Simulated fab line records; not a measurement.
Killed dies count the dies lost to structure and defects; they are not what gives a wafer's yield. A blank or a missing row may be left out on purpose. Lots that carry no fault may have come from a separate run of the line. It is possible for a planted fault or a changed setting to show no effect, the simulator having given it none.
Struck lot and sound lot, side by side ; flow gf180mcu ; 14 out of 602 route steps
Sound: the wafers L630.1, L630.4, L630.5. Struck: wafers L625.1, L625.4, L625.6. The cause comes at the end.
For every step that has rows: the tool of each side, followed by ch and its chambers, followed by its first start. Under that, the readings that differ: sound wafers ; struck wafers ; difference of the means ; sigmas: that difference in standard deviations of wafers without a fault.
alike: readings with means less than 2 such deviations apart, plus words and numbers identical on both sides. not compared: withheld readings, readings lacking a value on some wafer, bounds such as >300 that could conceal the same value, and numbers that have no deviation in the record and whose values overlap.
A row with sigmas, a row that says differs or no value, or rows on one side alone: a step with any of these is where the two part. Numbers that don't overlap but have no deviation are shown without sigmas and don't part them. A reading missing from all wafers of one side parts the sides only when that side holds two or more wafers.

GF_V5_CMP_26: polishes, stops on SiO2, t overpolish 15 s, target thk 0 nm.
  sound on cmp-01 ch 1,2,3, day 33 01:44; struck on cmp-01 ch 0,1,3, day 31 16:58
  alike: motor current A, overpolish run s, time to endpoint s
GF_TOP_METAL_SPUTTER_00: material Ti, target thk 37.5 nm, time 150 s.
  sound on pvd sputter-02, day 33 01:59; struck on pvd sputter-04, day 31 17:13
  alike: throttle valve pct
then, 1 step without rows for these wafers: GF_TOP_METAL_SPUTTER_01 (material TiN, target thk 30 nm, time 25 s).
GF_TOP_METAL_SPUTTER_02: material AlCu, target thk 900 nm, time 47.82 s.
  sound on pvd sputter-02, day 33 02:07; struck on pvd sputter-04, day 31 17:21
  alike: throttle valve pct
GF_TOP_METAL_SPUTTER_03: material Ti, target thk 5 nm, time 3.3 s.
  sound on pvd sputter-02, day 33 02:10; struck on pvd sputter-04, day 31 17:23
  alike: throttle valve pct
GF_TOP_METAL_SPUTTER_04: material TiN, target thk 25 nm, time 20.8 s.
  sound on pvd sputter-02, day 33 02:11; struck on pvd sputter-04, day 31 17:25
  alike: throttle valve pct
GF_TOP_METAL_RS_MEAS_05: measurement is done with a four-point probe.
  sound on film metro-04, day 33 02:12; struck on film metro-01, day 31 17:26
  alike: TOP_METAL_ALCU_RS
GF_TOP_METAL_THK_MEAS_06: measures by xrf.
  sound on film metro-04, day 33 02:19; struck on film metro-01, day 31 17:34
  alike: TOP_METAL_ALCU_THK
then, 4 steps without rows for these wafers: GF_TOP_METAL_DEHYDRATE_07 (time 60 s); GF_TOP_METAL_HMDS_08 (prime time 60 s); GF_TOP_METAL_COAT_09 (resist thk 1513 nm); GF_TOP_METAL_SOFTBAKE_10 (time 60 s).
GF_TOP_METAL_EXPOSE_11: exposes mask MetalTop, target cd 440 nm.
  sound on iline stepper-01 ch 0, day 33 09:29; struck on iline stepper-01, day 32 02:20
  no value came back on the struck wafers for exposure dose mJ cm2, focus offset nm (nm); on the sound wafers exposure dose mJ cm2 reads 170.40 170.55 170.62
  alike: mask
then, 1 step without rows for these wafers: GF_TOP_METAL_PEB_12.

WHERE THEY PART
Only at GF_TOP_METAL_EXPOSE_11, within this record.

WHY: what the simulator had put in
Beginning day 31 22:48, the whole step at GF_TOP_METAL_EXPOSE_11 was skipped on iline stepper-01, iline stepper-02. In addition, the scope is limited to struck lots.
